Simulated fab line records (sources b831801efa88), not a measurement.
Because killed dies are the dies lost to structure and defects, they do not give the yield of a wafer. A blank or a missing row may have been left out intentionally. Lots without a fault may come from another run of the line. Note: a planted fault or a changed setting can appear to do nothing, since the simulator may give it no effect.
Problem report, 8D (eight disciplines) form, completed by code / flow sky130 / the parts of the form that need people (team, actions taken, sign-off) are left out

## 1. WHAT IS WRONG
Wafers free of any fault read 1357 (standard deviation 13) for VT_ADJUST_HVTP_TW at SKY_VT_ADJUST_HVTP_TW_MEAS_11, against a mean of 651 on 6 wafers of 2 lots. That puts it -54 standard deviations away from the usual mean.
The first sign was on wafer L115.2 at day 8 00:11, on film-metro-04. The record has a number at this step for 36 wafers belonging to 12 lots. Rule for "out", or "out of limits": more than 4 standard deviations from the usual mean. The rest of the wafers with a number are treated as sound.

## 2. WHAT IT IS, WHAT IT ISN'T
question=which readings at this step | is=VT_ADJUST_HVTP_TW | is not=-
question=which lots | is=L115, L121 | is not=L108, L110, L111, L113, L117, L124, L125, L127, L130, L131
question=which wafers of those lots | is=all that have a number | is not=-
question=read on which gauges | is=film-metro-04 | is not=film-metro-01, film-metro-03
question=when | is=from day 8 00:11 | is not=up to then (12 sound wafers); but 18 sound wafers of L117, L124, L125, L127, L130, L131 came after

## 3. SUSPECTS, AND WHAT RULES EACH OUT
Counting: a tool at a process step up to the reading stays a suspect if it ran every lot that is out and no sound lot after the first of them.
- the gauge at SKY_VT_ADJUST_HVTP_TW_MEAS_11: ruled out. All the wafers that are out were read on film-metro-04, but those of them that SKY_VT_ADJUST_HVTP_IMPLANT_09 has rows for are out there too, on other tools.
- implanter-02 at SKY_VT_ADJUST_HVTP_IMPLANT_09: ruled out as a lasting fault. The sound lots L130, L131 went through it after L115, its earliest lot that is out (day 7 23:56).
Left after counting: nothing in the record.

## 4. THE CAUSE (what the simulator had put in)
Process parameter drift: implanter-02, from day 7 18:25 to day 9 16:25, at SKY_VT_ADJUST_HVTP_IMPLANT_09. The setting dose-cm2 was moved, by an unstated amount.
The count ruled it out by mistake, since the rule takes a fault to strike every lot its tool runs from the start of the fault on, and this one did not do so.

## 5. THE CHAIN OF EFFECTS, in route order
Each row: a reading where the mean over the struck wafers with a number is more than 3 standard deviations away from the usual. Scope: only readings with a usual standard deviation given in the record; hours: median across lots of the time from each lot's start at the first step in this table that gives one to its start at this step; sigmas: change in usual standard deviations.
hours=0; step=SKY_VT_ADJUST_HVTP_IMPLANT_09; reading=dose-ions-cm2; usual=4.3e+12; on struck wafers=4.3e+11; change=-3.9e+12; sigmas=-99 or more
hours=0; step=SKY_VT_ADJUST_HVTP_IMPLANT_09; reading=faraday-current-uA; usual=24.3; on struck wafers=2.5; change=-21.9; sigmas=-46
hours=0; step=SKY_VT_ADJUST_HVTP_TW_MEAS_11; reading=VT_ADJUST_HVTP_TW; usual=1357; on struck wafers=651; change=-706; sigmas=-54
The process steps in it:
- SKY_VT_ADJUST_HVTP_IMPLANT_09
Later measuring or inspecting steps at which every struck wafer that the step has a row for has a number for every such reading, and none has moved that far: SKY_VT_ADJUST_LVTN_TW_MEAS_10.

## 6. WHAT WOULD HAVE CAUGHT IT SOONER
6 hours passed between the start of the fault at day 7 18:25 and the first reading out of limits at a measuring or inspecting step in this record, taken at day 8 00:11.
The tool's own readings at SKY_VT_ADJUST_HVTP_IMPLANT_09 were out on every struck wafer that the step has a row for (dose-ions-cm2, faraday-current-uA): an alarm limit on them would have fired on the first of those.
